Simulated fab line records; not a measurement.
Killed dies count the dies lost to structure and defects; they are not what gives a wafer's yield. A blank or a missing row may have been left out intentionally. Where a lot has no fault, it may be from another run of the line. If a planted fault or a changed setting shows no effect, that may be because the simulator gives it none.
fab line records	flow sky130
record: lots: 7	wafers: 21	lastDay: 50
route steps=708 shown FIELD_ISO@21 NWELL@32 DNWELL@35 PWDE@45 PAD_OPEN@708
lots that met no fault: from a run of the same line without faults
startH: the number of hours between the record's first day and the start of the first shown wafer of the lot	waitH: hours from the lot's prior step to this one	" unchanged from the row above	L1.1+2: one row covering several wafers at once	- no value present, or no start provided	* or withheld: withheld	< > ~ a bound
route shown NAME@n: a module of which the file shows steps, and the number in the route of the first	usual: mean/standard deviation of fault-free wafers	same: alike in all rows	chamber/n: place in a boat	sites: the reading at each site	_std_site: standard deviation of those values	_edge_site: inner sites' mean taken away from outer sites' mean	radiusMm: how far each site lies from the wafer's centre	mask NAME#n: copy n	behind: the last tool/chamber to shape the wafer	hold: why the lot went on hold/how many hours it stayed there/how the hold came to an end	device: the n, p or np transistor that did not switch	end of line: the route-end tests of the same wafers	step lacking rows: just its recipe	killed: dies lost to structure and defects at the first sort, not the wafer's yield	map: dies across one wafer; x = killed, . = not, _ = none there
set.NAME: the setting that was run; set.NAME@STEP: the one run at that earlier step	model.NAME: the simulator's own value behind a step, which no gauge read
lots at some steps of the route; a table a step, a row a wafer
services: the hour from which a tool's chamber was out of use, counted from the record's first day as startH (under 0 if before that day), plus the number of hours and why
== steps ==
step: SKY_FIELD_ISO_CLEAN_20
recipe: chemistry: dHF	timeS: 20	dilution: 100:1
step: SKY_FIELD_ISO_WET_ETCH_21
recipe: chemistry: dHF	dilution: 100:1	targetDepthNm: 20	dry: ipaMarangoni	target: SiO2	tempC: 25	timeS: 400
step: SKY_FIELD_ISO_OXIDATION_22
recipe: tempC: 950	ambient: O2	stabiliseS: 600	purgeS: 300	targetThkA: 100	oxTimeS: 623
step: SKY_FIELD_ISO_THK_MEAS_23
recipe: reads: SiO2_of_FIELD_ISO_OXIDATION_22
usual: FIELD_ISO_OXIDATION_01_THK: 10.06/0.21
lot.wafer	tool	chamber	startH	waitH	FIELD_ISO_OXIDATION_01_THK[nm]
L662.2	filmMetro-03	-	36.56	0.0	10.16
L662.3	"	-	"	"	9.97
L662.6	"	-	"	"	10.09
L664.2	filmMetro-01	-	58.54	0.0	9.97
L664.3	"	-	"	"	9.88
L664.4	"	-	"	"	10.07
L665.2	filmMetro-03	-	65.70	0.0	10.21
L665.5	"	-	"	"	10.24
L665.6	"	-	"	"	10.11
L670.2	filmMetro-03	-	89.17	0.0	10.16
L670.3	"	-	"	"	9.94
L670.5	"	-	"	"	10.04
L672.1	filmMetro-01	-	100.65	0.0	10.32
L672.4	"	-	"	"	10.25
L672.5	"	-	"	"	10.22
L673.2	filmMetro-03	-	104.53	0.0	10.48
L673.4	"	-	"	"	10.43
L673.6	"	-	"	"	10.42
L680.1	filmMetro-01	-	146.45	0.0	9.70
L680.4	"	-	"	"	9.75
L680.5	"	-	"	"	9.71
step: SKY_FIELD_ISO_CVD_24
recipe: material: SiO2	targetThkNm: 595	tempC: 650	sigmaOpenFrac: 0.3	timeS: 99.2	sih4FlowSccm: 60	pressureMtorr: 6
step: SKY_FIELD_ISO_THK_MEAS_25
recipe: reads: SiO2_of_FIELD_ISO_CVD_24
usual: FIELD_ISO_CVD_24_THK: 593/5.6
lot.wafer	tool	chamber	startH	waitH	FIELD_ISO_CVD_24_THK[nm]
L662.2	filmMetro-01	-	36.74	0.1	594
L662.3	"	-	"	"	587
L662.6	"	-	"	"	584
L664.2	filmMetro-03	-	58.67	0.0	596
L664.3	"	-	"	"	586
L664.4	"	-	"	"	595
L665.2	filmMetro-04	-	65.83	0.0	592
L665.5	"	-	"	"	589
L665.6	"	-	"	"	593
L670.2	filmMetro-04	-	89.30	0.0	599
L670.3	"	-	"	"	598
L670.5	"	-	"	"	602
L672.1	filmMetro-03	-	100.78	0.0	596
L672.4	"	-	"	"	589
L672.5	"	-	"	"	589
L673.2	filmMetro-03	-	104.66	0.0	589
L673.4	"	-	"	"	593
L673.6	"	-	"	"	593
L680.1	filmMetro-03	-	146.58	0.0	586
L680.4	"	-	"	"	585
L680.5	"	-	"	"	584
step: SKY_FIELD_ISO_ANNEAL_26
recipe: tempC: 1000	timeS: 1800	ambient: N2
step: SKY_FIELD_ISO_CMP_27
recipe: stopOn: Si3N4	tOverpolishS: 16	downForcePsi: 4	platenRpm: 60	targetThkNm: 457.8	padVelocityMS: 0.94248
usual: edgeZonePressureFrac: 1.000/0.0048	motorCurrentA: 11.9/1.1	overpolishRunS: 16.000/0.0084	timeToEndpointS: 113/3.2
lot.wafer	tool	chamber	startH	waitH	edgeZonePressureFrac	motorCurrentA	overpolishRunS	timeToEndpointS
L662.2	cmp-01	1	41.34	0.6	0.999	12.5	16.005	118
L662.3	"	2	"	"	1.001	12.6	16.002	115
L662.6	"	2	"	"	1.002	12.0	15.986	114
L664.4	cmp-01	3	60.27	0.1	0.996	12.4	16.008	112
L664.2	"	0	"	"	0.999	9.6	16.008	109
L664.3	"	1	"	"	1.003	11.7	16.005	113
L665.2	cmp-02	2	67.48	0.1	0.999	13.3	16.007	110
L665.6	"	0	"	"	1.000	11.3	16.003	109
L665.5	"	1	"	"	0.997	10.5	15.997	111
L670.2	cmp-01	1	91.06	0.2	1.003	12.1	16.000	114
L670.3	"	2	"	"	0.991	12.1	15.991	114
L670.5	"	0	"	"	1.003	10.2	15.998	111
L672.4	cmp-01	2	102.77	0.0	0.995	12.8	15.982	114
L672.1	"	1	"	"	1.004	12.6	15.994	111
L672.5	"	2	"	"	1.002	12.3	15.993	113
L673.4	cmp-01	2	106.21	0.0	0.998	11.9	15.994	117
L673.2	"	1	"	"	1.001	11.6	15.991	112
L673.6	"	2	"	"	0.999	12.2	16.000	114
L680.4	cmp-01	1	155.14	0.1	1.000	12.4	16.008	112
L680.1	"	2	"	"	0.998	12.0	16.000	110
L680.5	"	0	"	"	1.012	10.1	16.000	110
step: SKY_FIELD_ISO_WET_ETCH_28
recipe: chemistry: dHF	targetDepthNm: 23.7	target: SiO2	dilution: 10:1	tempC: 25	timeS: 47
step: SKY_FIELD_ISO_WET_ETCH_29
recipe: chemistry: H3PO4	targetDepthNm: 160	target: Si3N4	tempC: 160	timeS: 1825
step: SKY_FIELD_ISO_WET_ETCH_30
recipe: chemistry: dHF	targetDepthNm: 25	target: SiO2	dilution: 10:1	tempC: 25	timeS: 50
step: SKY_NWELL_CLEAN_00
recipe: chemistry: SC1/SC2	mix: 1:4:20	tempC: 70	timeS: 150	dry: n2Spin
step: SKY_NWELL_OXIDATION_01
recipe: tempC: 900	ambient: O2	stabiliseS: 600	purgeS: 300	targetThkA: 100	oxTimeS: 1418
usual: oxTempC: 900.0/0.48	spikeTcTopC: 912.7/2.2
lot.wafer	tool	chamber	startH	waitH	oxTempC	spikeTcTopC
L662.2	furnace-02	0	46.05	3.2	899.3	910.5
L662.3	"	0	"	"	899.8	911.1
L662.6	"	0	"	"	899.5	911.4
L664.2	furnace-01	0	61.63	0.5	899.9	916.0
L664.3	"	0	"	"	899.8	916.4
L664.4	"	0	"	"	900.0	916.5
L665.2	furnace-01	0	68.34	0.0	900.4	914.2
L665.5	"	0	"	"	900.6	914.8
L665.6	"	0	"	"	900.1	914.4
L670.2	furnace-02	0	92.38	0.5	900.0	911.3
L670.3	"	0	"	"	900.2	909.8
L670.5	"	0	"	"	900.4	910.0
L672.1	furnace-02	0	103.73	0.0	899.9	911.4
L672.4	"	0	"	"	900.3	909.6
L672.5	"	0	"	"	901.0	910.6
L673.2	furnace-02	0	107.13	0.0	899.6	912.2
L673.4	"	0	"	"	900.0	912.1
L673.6	"	0	"	"	900.7	909.7
L680.1	furnace-01	0	160.53	4.5	899.7	914.2
L680.4	"	0	"	"	899.8	914.8
L680.5	"	0	"	"	899.8	914.1
step: SKY_NWELL_THK_MEAS_02
recipe: reads: SiO2_of_NWELL_OXIDATION_01
usual: NWELL_OXIDATION_THK: 10.02/0.18
lot.wafer	tool	chamber	startH	waitH	NWELL_OXIDATION_THK[nm]
L662.2	filmMetro-02	-	47.46	0.0	10.17
L662.3	"	-	"	"	9.83
L662.6	"	-	"	"	10.04
L664.2	filmMetro-01	-	63.04	0.0	9.93
L664.3	"	-	"	"	9.76
L664.4	"	-	"	"	9.97
L665.2	filmMetro-01	-	69.75	0.0	9.97
L665.5	"	-	"	"	9.79
L665.6	"	-	"	"	9.94
L670.2	filmMetro-01	-	93.79	0.0	9.89
L670.3	"	-	"	"	9.91
L670.5	"	-	"	"	9.87
L672.1	filmMetro-02	-	105.12	0.0	10.04
L672.4	"	-	"	"	10.00
L672.5	"	-	"	"	10.03
L673.2	filmMetro-03	-	108.53	0.0	9.83
L673.4	"	-	"	"	9.84
L673.6	"	-	"	"	9.81
L680.1	filmMetro-01	-	161.92	0.0	10.24
L680.4	"	-	"	"	10.24
L680.5	"	-	"	"	10.21
step: SKY_DNWELL_DEHYDRATE_00
recipe: tempC: 200	timeS: 60
step: SKY_DNWELL_HMDS_01
recipe: primeTimeS: 60	primeTempC: 120
step: SKY_DNWELL_COAT_02
recipe: spinRpm: 2000	resistThkNm: 3000
step: SKY_DNWELL_SOFTBAKE_03
recipe: tempC: 110	timeS: withheld
step: SKY_DNWELL_EXPOSE_04
recipe: maskId: DNM	na: 0.57	targetCdNm: 3000	doseMj: 222
step: SKY_DNWELL_PEB_05
recipe: tempC: 115	timeS: withheld
step: SKY_DNWELL_DEVELOP_06
recipe: wallAngleDeg: 90	developer: TMAH	developTimeS: 60	devTempC: 23
step: SKY_DNWELL_IMPLANT_07
recipe: species: P	energyKev: withheld	doseCm2: withheld	tiltDeg: withheld
step: SKY_DNWELL_STRIP_08
recipe: chemistry: O2/N2	powerW: 1400	pressureMtorr: 1500	platenTempC: withheld	o2FlowSccm: 3000	n2FlowSccm: 300	overashFraction: 0.5
usual: drypumpMotorCurrentA: 5.9/0.52	oesProductAu: 0.722/0.0044	stripTimeToEndpointS: 36.95/0.081
lot.wafer	tool	chamber	startH	waitH	drypumpMotorCurrentA	oesProductAu	rfHoursCounterH	stripTimeToEndpointS
L662.2	plasmaAsher-02	1	63.21	0.1	6.3	0.723	25	36.83
L662.3	"	1	"	"	6.3	0.720	-	36.86
L662.6	"	1	"	"	6.3	0.717	-	36.87
L664.2	plasmaAsher-03	0	79.77	0.1	5.7	0.714	38	37.03
L664.3	"	0	"	"	5.7	0.717	-	37.10
L664.4	"	1	"	"	5.3	0.727	-	36.93
L665.2	plasmaAsher-04	1	86.45	0.1	5.1	0.719	41	36.96
L665.5	"	1	"	"	5.1	0.719	-	36.91
L665.6	"	0	"	"	6.3	0.725	-	37.04
L670.2	plasmaAsher-04	0	113.00	0.1	6.3	0.730	43	37.08
L670.3	"	0	"	"	6.3	0.724	-	37.03
L670.5	"	1	"	"	5.0	0.722	-	37.04
L672.1	plasmaAsher-03	1	124.32	0.1	5.3	0.719	1	37.00
L672.4	"	0	"	"	5.7	0.722	-	36.94
L672.5	"	0	"	"	5.7	0.722	-	37.03
L673.2	plasmaAsher-04	0	127.91	0.1	6.3	0.722	45	36.92
L673.4	"	1	"	"	5.1	0.722	-	36.94
L673.6	"	0	"	"	6.3	0.719	-	36.87
L680.1	plasmaAsher-03	1	182.25	0.1	5.3	0.725	7	36.98
L680.4	"	0	"	"	5.8	0.718	-	36.98
L680.5	"	0	"	"	5.7	0.720	-	36.95
step: SKY_DNWELL_TW_MEAS_09
usual: DNWELL_TW: 1116/9.9
lot.wafer	tool	chamber	startH	waitH	DNWELL_TW
L662.2	filmMetro-03	-	63.32	0.1	1107
L662.3	"	-	"	"	1112
L662.6	"	-	"	"	1109
L664.2	filmMetro-02	-	79.88	0.1	1140
L664.3	"	-	"	"	1135
L664.4	"	-	"	"	1132
L665.2	filmMetro-01	-	86.56	0.1	1120
L665.5	"	-	"	"	1121
L665.6	"	-	"	"	1122
L670.2	filmMetro-01	-	113.11	0.1	1114
L670.3	"	-	"	"	1112
L670.5	"	-	"	"	1112
L672.1	filmMetro-01	-	124.42	0.1	1114
L672.4	"	-	"	"	1114
L672.5	"	-	"	"	1119
L673.2	filmMetro-03	-	128.02	0.1	1103
L673.4	"	-	"	"	1103
L673.6	"	-	"	"	1103
L680.1	filmMetro-02	-	182.35	0.1	1134
L680.4	"	-	"	"	1138
L680.5	"	-	"	"	1131
step: SKY_PWDE_DEHYDRATE_00
recipe: tempC: 200	timeS: 60
step: SKY_PWDE_HMDS_01
recipe: primeTimeS: 60	primeTempC: 120
step: SKY_PWDE_COAT_02
recipe: spinRpm: 2000	resistThkNm: 3000
step: SKY_PWDE_SOFTBAKE_03
recipe: tempC: 110	timeS: withheld
step: SKY_PWDE_EXPOSE_04
recipe: maskId: PWDEM	na: 0.6	sourceShape: conventional	sigmaOuter: 0.6	polarization: unpolarized	targetCdNm: 840	doseMj: 214
step: SKY_PWDE_PEB_05
recipe: tempC: 115	timeS: withheld
step: SKY_PWDE_DEVELOP_06
recipe: wallAngleDeg: 90	developer: TMAH	developTimeS: 60	devTempC: 23
step: SKY_PWDE_OVL_MEAS_07
usual: PWDE_OVL: -1.0/1.4
lot.wafer	tool	chamber	startH	waitH	PWDE_OVL[nm]
L662.2	overlay-01	-	79.98	-	-2.3
L662.3	"	-	"	"	-2.7
L662.6	"	-	"	"	-1.0
L664.2	overlay-01	-	96.92	-	-1.6
L664.3	"	-	"	"	-1.3
L664.4	"	-	"	"	-3.0
L665.2	overlay-02	-	103.97	-	-0.3
L665.5	"	-	"	"	0.5
L665.6	"	-	"	"	0.6
L670.2	overlay-01	-	132.18	-	-0.6
L670.3	"	-	"	"	-0.1
L670.5	"	-	"	"	0.4
L672.1	overlay-01	-	143.57	-	-1.6
L672.4	"	-	"	"	-1.7
L672.5	"	-	"	"	-1.2
L673.2	overlay-01	-	146.76	-	-1.3
L673.4	"	-	"	"	-1.4
L673.6	"	-	"	"	-1.3
L680.1	overlay-02	-	205.11	-	-1.2
L680.4	"	-	"	"	-0.9
L680.5	"	-	"	"	-0.6
step: SKY_PWDE_IMPLANT_08
recipe: species: B	energyKev: 150	doseCm2: 3.6e+12	tiltDeg: withheld
step: SKY_PWDE_STRIP_09
recipe: chemistry: O2/N2	powerW: 1400	pressureMtorr: 1500	platenTempC: withheld	o2FlowSccm: 3000	n2FlowSccm: 300	overashFraction: 0.5
usual: drypumpMotorCurrentA: 5.9/0.41	oesProductAu: 0.723/0.0046	stripTimeToEndpointS: 36.89/0.1
lot.wafer	tool	chamber	startH	waitH	drypumpMotorCurrentA	oesProductAu	rfHoursCounterH	stripTimeToEndpointS
L662.2	plasmaAsher-02	1	80.16	0.1	6.3	0.728	27	36.78
L662.3	"	0	"	"	6.4	0.722	-	36.83
L662.6	"	1	"	"	6.3	0.723	-	36.86
L664.2	plasmaAsher-03	1	97.10	0.1	5.3	0.722	40	37.13
L664.3	"	0	"	"	5.7	0.725	-	37.08
L664.4	"	1	"	"	5.3	0.716	-	37.12
L665.2	plasmaAsher-02	1	104.15	0.1	6.3	0.725	29	36.80
L665.5	"	0	"	"	6.4	0.717	-	36.91
L665.6	"	1	"	"	6.3	0.733	-	36.95
L670.2	plasmaAsher-01	0	132.36	0.1	5.4	0.722	42	36.91
L670.3	"	0	"	"	5.4	0.715	-	36.76
L670.5	"	1	"	"	5.9	0.717	-	36.83
L672.1	plasmaAsher-03	1	143.76	0.1	5.3	0.722	3	36.84
L672.4	"	0	"	"	5.7	0.723	-	36.85
L672.5	"	0	"	"	5.7	0.723	-	36.86
L673.2	plasmaAsher-02	0	146.94	0.1	6.4	0.722	33	36.81
L673.4	"	1	"	"	6.3	0.718	-	36.89
L673.6	"	0	"	"	6.4	0.722	-	36.76
L680.1	plasmaAsher-03	1	205.29	0.1	5.3	0.719	9	36.94
L680.4	"	0	"	"	5.8	0.720	-	36.94
L680.5	"	1	"	"	5.3	0.716	-	36.97
step: SKY_PWDE_TW_MEAS_10
usual: PWDE_TW: 375/3.2
lot.wafer	tool	chamber	startH	waitH	PWDE_TW
L662.2	filmMetro-01	-	80.27	0.1	374
L662.3	"	-	"	"	373
L662.6	"	-	"	"	373
L664.2	filmMetro-01	-	97.21	0.1	374
L664.3	"	-	"	"	372
L664.4	"	-	"	"	371
L665.2	filmMetro-01	-	104.26	0.1	373
L665.5	"	-	"	"	374
L665.6	"	-	"	"	373
L670.2	filmMetro-01	-	132.47	0.1	372
L670.3	"	-	"	"	373
L670.5	"	-	"	"	373
L672.1	filmMetro-01	-	143.86	0.1	376
L672.4	"	-	"	"	372
L672.5	"	-	"	"	375
L673.2	filmMetro-03	-	147.05	0.1	373
L673.4	"	-	"	"	375
L673.6	"	-	"	"	375
L680.1	filmMetro-02	-	205.39	0.1	381
L680.4	"	-	"	"	381
L680.5	"	-	"	"	382
step: SKY_NWELL_DEHYDRATE_03
recipe: tempC: 200	timeS: 60
step: SKY_NWELL_HMDS_04
recipe: primeTimeS: 60	primeTempC: 120
step: SKY_NWELL_COAT_05
recipe: spinRpm: 2000	resistThkNm: 3000
step: SKY_NWELL_SOFTBAKE_06
recipe: tempC: 110	timeS: withheld
step: SKY_NWELL_EXPOSE_07
recipe: maskId: NWM	na: 0.6	sourceShape: conventional	sigmaOuter: 0.6	polarization: unpolarized	targetCdNm: 840	doseMj: 255
step: SKY_NWELL_PEB_08
recipe: tempC: 115	timeS: withheld
step: SKY_NWELL_DEVELOP_09
recipe: wallAngleDeg: 90	developer: TMAH	developTimeS: 60	devTempC: 23
step: SKY_PAD_OPEN_PROBE_99
usual: killed_at_M0_to_M3: 43/6.6	killed_at_M4_up: 3.2/1.8	killedAtContacts: 24/5	killedAtFrontEnd: 15/4.5	killedAtOther: 0.2/0.46	killedDies: 86/8.8	killedOpen: 48/6.6	killedShort: 38/6.1
same: grossDies: 492	killedAtBackSide: 0
lot.wafer	tool	chamber	startH	waitH	killed_at_M0_to_M3	killed_at_M4_up	killedAtContacts	killedAtFrontEnd	killedAtOther	killedDies	killedOpen	killedShort	model.etest.capOno.gateBvV	model.etest.diodeNwellSub.leakLog10ACm2	model.etest.diodeDnwellSub.leakLog10ACm2	model.etest.diodePwellDnwell.leakLog10ACm2	model.etest.capThickOxide.gateBvV	model.etest.diodeNdiffPwellHv.leakLog10ACm2	model.etest.diodeNdiffPwell.leakLog10ACm2	model.etest.diodePdiffNwellHv.leakLog10ACm2
L662.2	prober-01	-	1106.09	0.1	37	3	27	11	0	78	43	35	16.4	-7.379	-7.512	-7.759	15	-6.668	-7.381	-6.732
L662.3	prober-01	-	1106.14	0.2	42	2	16	18	0	78	39	39	16.59	-7.319	-7.317	-7.79	15.35	-6.473	-7.215	-6.581
L662.6	prober-01	-	1106.29	0.2	47	0	28	12	0	87	44	43	16.7	-7.357	-7.388	-7.704	15.79	-6.552	-7.207	-6.564
L664.2	prober-01	-	1110.94	0.1	51	6	29	17	0	103	55	48	16.37	-7.21	-7.313	-7.285	15.55	-6.482	-7.421	-6.558
L664.3	prober-01	-	1110.99	0.2	41	1	21	18	1	82	47	35	16.53	-7.369	-7.603	-7.703	15.59	-6.676	-7.332	-6.469
L664.4	prober-01	-	1111.04	0.2	44	1	33	16	0	94	48	46	15.87	-7.457	-7.436	-7.591	15.43	-6.5	-7.215	-6.718
L665.2	prober-02	-	1113.98	0.1	39	4	19	15	1	78	44	34	16.48	-7.217	-7.269	-7.305	15.87	-6.603	-7.46	-6.693
L665.5	prober-02	-	1114.13	0.2	37	5	28	21	0	91	48	43	16.45	-7.31	-7.256	-7.385	15.78	-6.644	-7.334	-6.518
L665.6	prober-02	-	1114.18	0.2	43	2	24	16	1	86	50	36	16.33	-7.291	-7.278	-7.448	15.35	-6.662	-7.293	-6.792
L670.2	prober-02	-	1148.85	0.1	45	5	17	13	0	80	40	40	15.31	-6.613	-6.64	-7.023	14.49	-6.591	-6.974	-6.477
L670.3	prober-02	-	1148.90	0.2	49	1	32	13	0	95	58	37	15.41	-6.556	-6.695	-7.199	14.58	-6.768	-7.02	-6.376
L670.5	prober-02	-	1149.00	0.2	49	4	23	10	0	86	53	33	15.58	-6.413	-6.808	-6.676	14.74	-6.522	-7.133	-6.086
L672.1	prober-01	-	1178.48	0.1	50	3	19	20	0	92	45	47	15.29	-6.521	-6.724	-7.262	14.73	-6.364	-6.939	-6.061
L672.4	prober-01	-	1178.63	0.2	41	3	20	15	0	79	49	30	15.44	-6.658	-6.816	-6.796	15.25	-6.355	-7.228	-6.263
L672.5	prober-01	-	1178.68	0.2	43	2	22	18	0	85	52	33	15.59	-6.506	-6.577	-6.854	14.85	-6.184	-6.927	-6.472
L673.2	prober-01	-	1183.31	0.1	40	1	30	15	0	86	53	33	16.16	-6.524	-6.57	-7.015	14.87	-6.612	-6.99	-6.324
L673.4	prober-01	-	1183.41	0.2	43	5	26	15	0	89	50	39	15.79	-6.613	-6.304	-6.938	15.02	-6.54	-7.208	-6.317
L673.6	prober-01	-	1183.51	0.2	47	5	38	12	0	102	59	43	15.8	-6.772	-6.42	-7.053	14.97	-6.312	-7.361	-6.224
L680.1	prober-02	-	1207.72	0.1	41	1	25	12	1	80	46	34	16.48	-7.316	-7.316	-7.638	15.53	-6.535	-7.214	-6.494
L680.4	prober-02	-	1207.87	0.2	51	5	23	14	1	94	48	46	16.38	-7.212	-7.609	-7.593	15.95	-6.549	-7.357	-6.736
L680.5	prober-02	-	1207.92	0.2	46	3	25	8	0	82	53	29	16.39	-7.134	-7.499	-7.796	15.57	-6.826	-7.246	-6.559
killed by level:class
L662.2 CONTACT:geometricParticle:open=9 VIA1:geometricParticle:open=9 LI_CONTACT:geometricParticle:open=8 METAL2:geometricParticle:short=5 VIA2:geometricParticle:short=5 VIA2:geometricParticle:open=5 METAL1:geometricParticle:short=4 POLY_GATE:geometricParticle:short=3
L662.3 VIA1:geometricParticle:open=8 VIA1:geometricParticle:short=6 VIA3:geometricParticle:open=6 FIELD_ISO:geometricParticle:open=5 VIA3:geometricParticle:short=5 LI_CONTACT:geometricParticle:open=4 CONTACT:geometricParticle:open=4 METAL1:geometricParticle:short=4
L662.6 VIA1:geometricParticle:open=15 VIA1:geometricParticle:short=11 CONTACT:geometricParticle:open=10 VIA2:geometricParticle:open=9 LI_CONTACT:geometricParticle:short=5 LI_CONTACT:geometricParticle:open=5 LOCAL_INTERCONNECT:geometricParticle:short=5 FIELD_ISO:geometricParticle:short=4
L664.2 CONTACT:geometricParticle:open=13 VIA2:geometricParticle:open=11 VIA1:geometricParticle:open=10 FIELD_ISO:geometricParticle:short=9 METAL1:geometricParticle:short=7 LI_CONTACT:geometricParticle:open=6 CONTACT:geometricParticle:short=6 VIA3:geometricParticle:open=6
L664.3 VIA1:geometricParticle:open=13 CONTACT:geometricParticle:open=8 FIELD_ISO:geometricParticle:short=7 VIA1:geometricParticle:short=7 LI_CONTACT:geometricParticle:open=5 VIA2:geometricParticle:open=5 METAL1:geometricParticle:short=5 SPACER:geometricParticle:open=4
L664.4 CONTACT:geometricParticle:open=11 VIA2:geometricParticle:open=10 CONTACT:geometricParticle:short=9 FIELD_ISO:geometricParticle:open=7 LI_CONTACT:geometricParticle:open=7 METAL2:geometricParticle:short=6 VIA2:geometricParticle:short=5 LOCAL_INTERCONNECT:geometricParticle:short=5
L665.2 VIA1:geometricParticle:open=12 CONTACT:geometricParticle:open=7 VIA3:geometricParticle:open=6 METAL1:geometricParticle:short=5 VIA1:geometricParticle:short=5 FIELD_ISO:geometricParticle:open=4 FIELD_ISO:geometricParticle:short=4 LI_CONTACT:geometricParticle:open=4
L665.5 VIA1:geometricParticle:open=10 LI_CONTACT:geometricParticle:open=9 VIA2:geometricParticle:open=8 METAL2:geometricParticle:short=7 LOCAL_INTERCONNECT:geometricParticle:short=6 CONTACT:geometricParticle:open=6 POLY_GATE:geometricParticle:short=5 FIELD_ISO:geometricParticle:open=4
L665.6 FIELD_ISO:geometricParticle:open=8 VIA1:geometricParticle:open=8 VIA2:geometricParticle:open=8 LI_CONTACT:geometricParticle:open=7 CONTACT:geometricParticle:open=7 VIA3:geometricParticle:open=6 VIA1:geometricParticle:short=6 CONTACT:geometricParticle:short=5
L670.2 VIA1:geometricParticle:open=13 LI_CONTACT:geometricParticle:open=6 VIA1:geometricParticle:short=6 CONTACT:geometricParticle:short=5 METAL2:geometricParticle:short=5 VIA2:geometricParticle:open=5 FIELD_ISO:geometricParticle:short=4 VIA3:geometricParticle:short=4
L670.3 LI_CONTACT:geometricParticle:open=14 VIA1:geometricParticle:open=14 METAL2:geometricParticle:short=9 VIA3:geometricParticle:open=8 POLY_GATE:geometricParticle:open=7 CONTACT:geometricParticle:open=6 LI_CONTACT:geometricParticle:short=6 METAL3:geometricParticle:short=6
L670.5 VIA1:geometricParticle:open=11 LI_CONTACT:geometricParticle:open=10 METAL1:geometricParticle:short=9 VIA2:geometricParticle:open=9 CONTACT:geometricParticle:open=7 VIA3:geometricParticle:open=5 VIA1:geometricParticle:short=4 METAL2:geometricParticle:short=4
L672.1 LI_CONTACT:geometricParticle:open=9 FIELD_ISO:geometricParticle:short=7 METAL2:geometricParticle:short=7 VIA3:geometricParticle:open=7 VIA1:geometricParticle:open=6 FIELD_ISO:geometricParticle:open=5 METAL3:geometricParticle:short=5 CONTACT:geometricParticle:open=5
L672.4 VIA3:geometricParticle:open=9 VIA2:geometricParticle:open=7 CONTACT:geometricParticle:open=7 LI_CONTACT:geometricParticle:open=6 POLY_GATE:geometricParticle:open=4 POLY_GATE:geometricParticle:short=4 METAL1:geometricParticle:open=4 METAL1:geometricParticle:short=4
L672.5 VIA1:geometricParticle:open=12 VIA3:geometricParticle:open=10 POLY_GATE:geometricParticle:open=6 LI_CONTACT:geometricParticle:short=6 LI_CONTACT:geometricParticle:open=5 METAL1:geometricParticle:short=5 CONTACT:geometricParticle:open=5 CONTACT:geometricParticle:short=5
L673.2 CONTACT:geometricParticle:open=15 VIA1:geometricParticle:open=10 CONTACT:geometricParticle:short=7 FIELD_ISO:geometricParticle:open=6 VIA3:geometricParticle:short=6 VIA3:geometricParticle:open=6 LI_CONTACT:geometricParticle:open=5 VIA2:geometricParticle:open=5
L673.4 VIA1:geometricParticle:open=13 CONTACT:geometricParticle:open=11 VIA2:geometricParticle:open=7 LI_CONTACT:geometricParticle:open=6 POLY_GATE:geometricParticle:short=5 METAL2:geometricParticle:short=5 METAL3:geometricParticle:short=5 FIELD_ISO:geometricParticle:short=4
L673.6 CONTACT:geometricParticle:open=17 LI_CONTACT:geometricParticle:open=11 METAL1:geometricParticle:short=8 CONTACT:geometricParticle:short=7 METAL2:geometricParticle:short=7 VIA2:geometricParticle:open=7 VIA3:geometricParticle:open=7 VIA1:geometricParticle:open=6
L680.1 VIA1:geometricParticle:open=10 CONTACT:geometricParticle:open=9 LI_CONTACT:geometricParticle:open=6 LOCAL_INTERCONNECT:geometricParticle:short=5 METAL2:geometricParticle:short=5 VIA2:geometricParticle:open=5 FIELD_ISO:geometricParticle:open=4 VIA1:geometricParticle:short=4
L680.4 VIA1:geometricParticle:open=10 METAL1:geometricParticle:short=8 VIA2:geometricParticle:open=8 VIA3:geometricParticle:open=8 LI_CONTACT:geometricParticle:open=7 CONTACT:geometricParticle:open=5 VIA3:geometricParticle:short=5 LOCAL_INTERCONNECT:geometricParticle:short=4
L680.5 VIA1:geometricParticle:open=17 CONTACT:geometricParticle:open=8 LI_CONTACT:geometricParticle:open=7 VIA2:geometricParticle:open=6 VIA3:geometricParticle:open=6 VIA3:geometricParticle:short=4 FIELD_ISO:geometricParticle:open=3 LOCAL_INTERCONNECT:geometricParticle:short=3
== services ==
tool	chamber	startH	hours	kind
cmp-02	-	25.09	3.8	pm
cmp-01	-	37.82	3.5	repair
cmp-02	-	44.29	6.0	pm
cmp-01	-	64.16	4.0	pm
cmp-01	-	68.16	-	consumableReplace:conditioner
cmp-01	-	68.16	-	consumableReplace:pad
cmp-01	-	78.92	1.6	repair
cmp-02	-	84.70	11.5	pm
cmp-01	-	96.79	4.4	pm
cmp-02	-	100.25	16.8	repair
plasmaAsher-03	-	108.75	9.0	pm
plasmaAsher-03	0	108.75	9.0	ventCycle
plasmaAsher-03	1	108.75	9.0	ventCycle
plasmaAsher-03	0	117.75	-	clean
plasmaAsher-03	1	117.75	-	clean
cmp-02	-	120.92	2.5	repair
furnace-02	-	124.06	3.4	pm
cmp-02	-	135.35	0.5	repair
plasmaAsher-04	-	155.72	13.8	repair
cmp-01	-	170.72	0.9	repair
furnace-01	-	178.38	5.2	repair
cmp-02	-	181.18	0.3	repair
plasmaAsher-03	-	190.67	2.8	pm
cmp-01	-	201.26	9.0	pm
== key ==
firstSign none at tools or gauges
modelEffect: step: SKY_PAD_OPEN_PROBE_99	value: etest.capOno.gateBvV	without: 16.45	struck: 15.6
metAt SKY_NWELL_OXIDATION_01
struckWafers L670.2,L670.3,L670.5,L672.1,L672.4,L672.5,L673.2,L673.4,L673.6
testerLeftOut L670,L672,L673
onsetBetween 46.05 92.38
fault: kind: metallicContaminationSource	tool: furnace-02	chamber: -	onsetH: 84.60	steps: SKY_NWELL_OXIDATION_01	rateCm2PerVisit: 8.3734e+11	species: metalFeCm2
testerLeftOut: of these lots the tester's yield and bins aren't shown, on N5 and GAA mostly nor the transistor test; their killed dies are dies lost to structure and defects alone, not to doping, threshold or leakage, so they don't give the yield
